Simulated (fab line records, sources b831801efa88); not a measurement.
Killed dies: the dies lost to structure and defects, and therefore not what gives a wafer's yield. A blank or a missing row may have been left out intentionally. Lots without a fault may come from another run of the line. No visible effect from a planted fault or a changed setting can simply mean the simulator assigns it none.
Chamber matching + flow gf180mcu + GF_V3_CMP_04 on cmp-01: 4 sister chambers
The step polishes SiO2. 8 wafers are shown with their chamber, then 7 later ones without.

== EACH WAFER AND ITS CHAMBER ==
| wafer  | chamber | motorCurrentA (A) | timeToEndpointS (s) |
|--------|---------|-------------------|---------------------|
| L304.3 | 2       | 12.7              | 80                  |
| L304.5 | 2       | 12.3              | 77                  |
| L304.6 | 3       | 13.1              | 82                  |
| L306.1 | 0       | 12.2              | 80                  |
| L306.3 | 1       | 12.4              | 86                  |
| L306.4 | 3       | 13.9              | 91                  |
| L318.1 | 0       | 12.6              | 80                  |
| L318.2 | 1       | 12.3              | 74                  |

== WAFERS WITH NO CHAMBER GIVEN ==
| wafer  | motorCurrentA (A) | timeToEndpointS (s) |
|--------|-------------------|---------------------|
| L318.4 | 11.6              | 83                  |
| L319.1 | 12.6              | 75                  |
| L319.2 | 13.3              | 78                  |
| L319.5 | 13.8              | 84                  |
| L323.2 | 12.3              | 77                  |
| L323.3 | 11.9              | 83                  |
| L323.6 | 12.8              | 88                  |

== WHICH CHAMBER EACH WENT THROUGH ==
| wafer  | from the rows above               | in truth |
|--------|-----------------------------------|----------|
| L318.4 | can't be placed: 1 or 0 or 2      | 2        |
| L319.1 | can't be placed: 2 or 0 or 1      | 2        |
| L319.2 | can't be placed: 3 or 2 or 0 or 1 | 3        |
| L319.5 | 3                                 | 3        |
| L323.2 | can't be placed: 1 or 0 or 2      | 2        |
| L323.3 | can't be placed: 1 or 0 or 2      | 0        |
| L323.6 | can't be placed: 0 or 2 or 1 or 3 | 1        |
Correctly placed: 1 of 7. Can't be placed from these rows: 6 (the true chamber is among the candidates in 6). Wrongly placed: 0.
How it was worked out, from the rows above alone: a wafer's distance from a chamber is the root of the sum, over the readings, of the square of ((its reading less the chamber's mean) divided by the reading's scatter). The wafer belongs to the nearest chamber; if the next one is less than 2 further off, it can't be placed. A chamber's mean is the mean of its shown wafers. The scatter is the square root of a quotient: the sum, over the shown wafers, of each reading's squared deviation from its chamber's mean, divided by wafers minus chambers.
